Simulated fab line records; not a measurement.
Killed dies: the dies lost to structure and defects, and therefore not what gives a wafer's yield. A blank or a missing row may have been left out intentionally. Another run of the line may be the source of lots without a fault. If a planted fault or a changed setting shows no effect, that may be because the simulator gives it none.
Matching of chambers	flow gf180mcu	GF_M5_ETCH_09 on rie_diel-01: 4 sister chambers
The step etches Si3N4 in CF4/O2, target depth 52 nm, time 11.6 s. 14 wafers are shown with their chamber, then 7 later ones without.

WAFERS WITH THEIR CHAMBER
wafer	chamber	drypump_motor_current_A (A)	oes_product_au (a.u.)	throttle_valve_pct (%)
L474.2	2	5.8	1.014	5.970
L474.3	0	6.0	1.010	5.966
L474.4	3	6.2	0.991	5.970
L477.1	0	6.0	0.989	5.975
L477.2	1	5.7	0.984	5.964
L477.5	1	5.7	0.981	5.943
L478.1	0	6.0	1.003	5.970
L478.5	3	6.2	0.988	5.961
L478.6	0	6.0	0.991	5.963
L482.2	1	5.7	0.984	5.961
L482.3	0	6.0	0.978	5.962
L482.6	3	6.1	0.991	5.955
L484.1	0	6.0	0.990	5.975
L484.2	3	6.2	0.981	5.978

SIGNATURES (averages over the wafers above)
reading	chamber 0	chamber 1	chamber 2	chamber 3	scatter within a chamber
drypump_motor_current_A	6.000	5.700	5.800	6.175	0.0274
oes_product_au	0.99350	0.98300	1.01400	0.98775	0.00845
throttle_valve_pct	5.96850	5.95600	5.97000	5.96600	0.00854
Rule: distance of a wafer from a chamber = root of the sum over the readings of ((wafer's reading minus chamber's mean) / reading's scatter) squared. If the next closest chamber is less than 2 further off than the closest, the wafer can't be placed; otherwise it belongs to the closest. How the scatter is found: for the shown wafers, subtract from each reading the mean of its chamber, square and add these, divide the total by (wafers less chambers), then take the root.

WAFERS MISSING THEIR CHAMBER
wafer	drypump_motor_current_A (A)	oes_product_au (a.u.)	throttle_valve_pct (%)
L484.4	5.7	0.984	5.977
L489.2	5.8	1.019	5.992
L489.3	5.7	1.003	5.972
L489.6	5.7	0.992	5.969
L492.1	5.7	0.999	5.968
L492.2	6.2	0.998	5.956
L492.4	6.0	1.000	5.958

THE CHAMBER EACH PASSED THROUGH
wafer	from the rows above	in truth
L484.4	1	1
L489.2	2	2
L489.3	can't be placed: 1 or 2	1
L489.6	1	1
L492.1	can't be placed: 1 or 2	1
L492.2	3	3
L492.4	0	0
Placed correctly: 5 of 7. These rows do not allow placing 2 (true chamber among the candidates in 2). Placed wrongly: 0.
